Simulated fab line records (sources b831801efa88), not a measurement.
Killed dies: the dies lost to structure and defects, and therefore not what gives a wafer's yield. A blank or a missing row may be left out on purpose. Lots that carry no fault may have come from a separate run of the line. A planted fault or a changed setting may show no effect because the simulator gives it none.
Comparing a struck lot with a sound one + flow sky130 + 19 out of 708 route steps
Sound: the wafers L927.2, L927.4, L927.5. Struck: wafers L935.4, L935.5, L935.6. At the end, the cause is stated.
Order at every step that has rows: each side's tool, ch and its chambers, its first start. Under that, the readings that differ: sound wafers + struck wafers + difference of the means + sigmas: that difference in standard deviations of wafers without a fault.
alike: same words and numbers on both sides, and readings whose means sit less than 2 such deviations apart. not compared: any withheld reading, any reading some wafer has no value for, any bound like >300 that may hide the same value, and any number with overlapping values for which the record gives no deviation.
The two part at a step that has a row with sigmas, a row that says differs or no value, or rows on one side only. When numbers do not overlap yet have no deviation, they are printed without sigmas and do not part them. A reading missing from all wafers of one side parts the sides only when that side holds two or more wafers.

SKY_FIELD_ISO_BOW_MEAS_00:
  struck on filmMetro-04, day 4 08:04; sound on filmMetro-04, day 2 16:01
  alike: INCOMING_BOW
then, 1 step without rows for these wafers: SKY_FIELD_ISO_OXIDATION_01 (stabilise 600 s, purge 300 s, target thk 12 nm).
SKY_FIELD_ISO_THK_MEAS_02:
  struck on filmMetro-01, day 4 09:40; sound on filmMetro-04, day 2 18:05
  alike: FIELD_ISO_OXIDATION_00_THK
then, 1 step without rows for these wafers: SKY_FIELD_ISO_CVD_03 (deposits Si3N4 from DCS/NH3, target thk 165 nm, time 2830 s).
SKY_FIELD_ISO_THK_MEAS_04:
  struck on filmMetro-01, day 4 11:31; sound on filmMetro-03, day 2 19:56
| reading                   | sound             | struck            | difference | sigmas |
|---------------------------|-------------------|-------------------|------------|--------|
| FIELD_ISO_CVD_03_THK (nm) | 162.7 162.8 163.1 | 165.7 166.1 167.3 | +3.5       | +2     |
then, 3 steps without rows for these wafers: SKY_FIELD_ISO_DEHYDRATE_05 (time 60 s); SKY_FIELD_ISO_HMDS_06 (prime time 60 s); SKY_FIELD_ISO_COAT_07 (resist thk 59.51 nm).
SKY_FIELD_ISO_COAT_08: resist thk 450 nm.
  sound on lithoTrack-02 ch 0, day 3 03:00; struck on lithoTrack-02 ch 0, day 4 19:00
| reading                                         | sound                | struck               | difference | sigmas      |
|-------------------------------------------------|----------------------|----------------------|------------|-------------|
| spinSpeedRpm (rpm)                              | 2998.5 2999.7 2999.0 | 2658.5 2659.8 2659.4 | -339.8     | -99 or more |
| model.KrF-thick_of_FIELD_ISO_COAT_08.thkNm (nm) | 451.3 449.9 450.9    | 478 479 478.3        | +28        |             |
then, 4 steps without rows for these wafers: SKY_FIELD_ISO_SOFTBAKE_09 (time 90 s); SKY_FIELD_ISO_EXPOSE_10 (exposes mask FOM, target cd 150 nm); SKY_FIELD_ISO_PEB_11; SKY_FIELD_ISO_DEVELOP_12 (develop time 60 s).
SKY_FIELD_ISO_CD_MEAS_13: the cd target is 150 nm.
  struck on cdSem-02, day 5 04:28; sound on cdSem-02, day 3 10:59
| reading   | sound             | struck            | difference | sigmas |
|-----------|-------------------|-------------------|------------|--------|
| cdNm (nm) | 149.0 149.7 148.7 | 152.8 152.4 151.8 | +3.2       | +2     |
SKY_FIELD_ISO_ETCH_14: etches BARC in N2/H2, stops on SiO2, time 45.9 s, target depth 60 nm.
  sound on rieDiel-04 ch 2,3, day 3 11:05; struck on rieDiel-01 ch 0,1, day 5 04:32
  alike: drypumpMotorCurrentA, oesProductAu, throttleValvePct
  not compared: rfHoursCounterH
SKY_FIELD_ISO_ETCH_15: etches the open film in CHF3/O2, stops on Si, target depth 180 nm, time 72 s.
  sound on rieDiel-04 ch 2,3, day 3 11:07; struck on rieDiel-01 ch 0,1, day 5 04:34
| reading                                         | sound             | struck            | difference | sigmas |
|-------------------------------------------------|-------------------|-------------------|------------|--------|
| oesProductAu (a.u.)                             | 0.937 0.936 0.937 | 0.945 0.947 0.961 | +0.014     | +2     |
| model.KrF-thick_of_FIELD_ISO_COAT_08.thkNm (nm) | 234.4 234.5 232.8 | 266.1 265.3 266.9 | +32.2      |        |
  alike: drypumpMotorCurrentA, throttleValvePct
  not compared: rfHoursCounterH
SKY_FIELD_ISO_STRIP_16: strips in O2/N2.
  sound on plasmaAsher-02 ch 0,1, day 3 11:11; struck on plasmaAsher-03 ch 0,1, day 5 04:40
| reading                  | sound             | struck            | difference | sigmas |
|--------------------------|-------------------|-------------------|------------|--------|
| oesProductAu (a.u.)      | 0.372 0.373 0.385 | 0.395 0.392 0.392 | +0.016     | +3     |
| stripTimeToEndpointS (s) | 3.526 3.540 3.515 | 3.874 3.837 3.870 | +0.333     | +13    |
  alike: drypumpMotorCurrentA
  not compared: rfHoursCounterH
SKY_FIELD_ISO_ETCH_17: etches Si in HBr/Cl2/O2, target depth 342 nm, time 97.7 s.
  sound on rieSi-01 ch 1,3, day 3 11:17; struck on rieSi-01 ch 0,1,2, day 5 04:44
  alike: drypumpMotorCurrentA, oesProductAu, throttleValvePct
  not compared: rfHoursCounterH
-- the record jumps here: 44 days lie between the struck wafers' starts before and after (it left off in module FIELD_ISO and takes up again in module PAD_OPEN, whose first step shown is number 708 of the route) --
SKY_PAD_OPEN_PROBE_99:
  struck on prober-02, day 49 02:36; sound on prober-02, day 47 00:32
  alike: killed_at_M0_to_M3, killed_at_M4_up, killedAtContacts, killedAtFrontEnd, killedAtOther, killedDies, killedOpen, killedShort

== WHERE THEY PART ==
At SKY_FIELD_ISO_THK_MEAS_04 first; at SKY_FIELD_ISO_STRIP_16 last (within this record only). Later steps at which nothing parts them and some readings are alike: SKY_FIELD_ISO_ETCH_17, SKY_PAD_OPEN_PROBE_99.

WHY: the cause the simulator had injected
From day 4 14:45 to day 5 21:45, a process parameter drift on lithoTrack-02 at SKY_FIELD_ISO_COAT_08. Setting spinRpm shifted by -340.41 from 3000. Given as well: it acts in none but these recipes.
